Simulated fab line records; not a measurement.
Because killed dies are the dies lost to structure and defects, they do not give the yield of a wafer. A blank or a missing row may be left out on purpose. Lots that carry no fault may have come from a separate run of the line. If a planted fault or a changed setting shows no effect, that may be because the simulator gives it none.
Chamber matching / flow sky130 / rieDiel-01 running SKY_POLY_GATE_ETCH_15: 4 sister chambers
The step etches BARC in N2/H2, stops on SiO2, time 118.5 s, target depth 110 nm. 4 wafers are shown with their chamber, then 7 later ones without.

## WAFERS PAIRED WITH THEIR CHAMBERS
wafer=L393.3; chamber=2; drypumpMotorCurrentA (A)=5.9
wafer=L398.6; chamber=1; drypumpMotorCurrentA (A)=4.7
wafer=L408.3; chamber=0; drypumpMotorCurrentA (A)=5.6
wafer=L408.4; chamber=3; drypumpMotorCurrentA (A)=5.4

## WAFERS MISSING THEIR CHAMBER
wafer=L408.6; drypumpMotorCurrentA (A)=5.4
wafer=L410.1; drypumpMotorCurrentA (A)=5.6
wafer=L410.2; drypumpMotorCurrentA (A)=5.8
wafer=L410.6; drypumpMotorCurrentA (A)=5.9
wafer=L411.1; drypumpMotorCurrentA (A)=4.7
wafer=L411.4; drypumpMotorCurrentA (A)=5.6
wafer=L411.5; drypumpMotorCurrentA (A)=5.4

## EACH ONE'S CHAMBER
wafer=L408.6; from the rows above=3; in truth=3
wafer=L410.1; from the rows above=0; in truth=0
wafer=L410.2; from the rows above=2; in truth=2
wafer=L410.6; from the rows above=2; in truth=2
wafer=L411.1; from the rows above=1; in truth=1
wafer=L411.4; from the rows above=0; in truth=0
wafer=L411.5; from the rows above=3; in truth=3
7 of 7 placed correctly. From these rows, 0 cannot be placed. Placed wrongly: 0.
How it was worked out, from the rows above alone: a wafer's distance from a chamber is the root of the sum, over the readings, of the square of ((its reading less the chamber's mean) divided by the reading's scatter). If the next closest chamber is less than 2 further off than the closest, the wafer can't be placed; otherwise it belongs to the closest. Each chamber's mean is taken over the wafers shown for it. The scatter: root of mean squared gap, hidden wafer to nearest shown wafer, with one shown wafer a chamber.
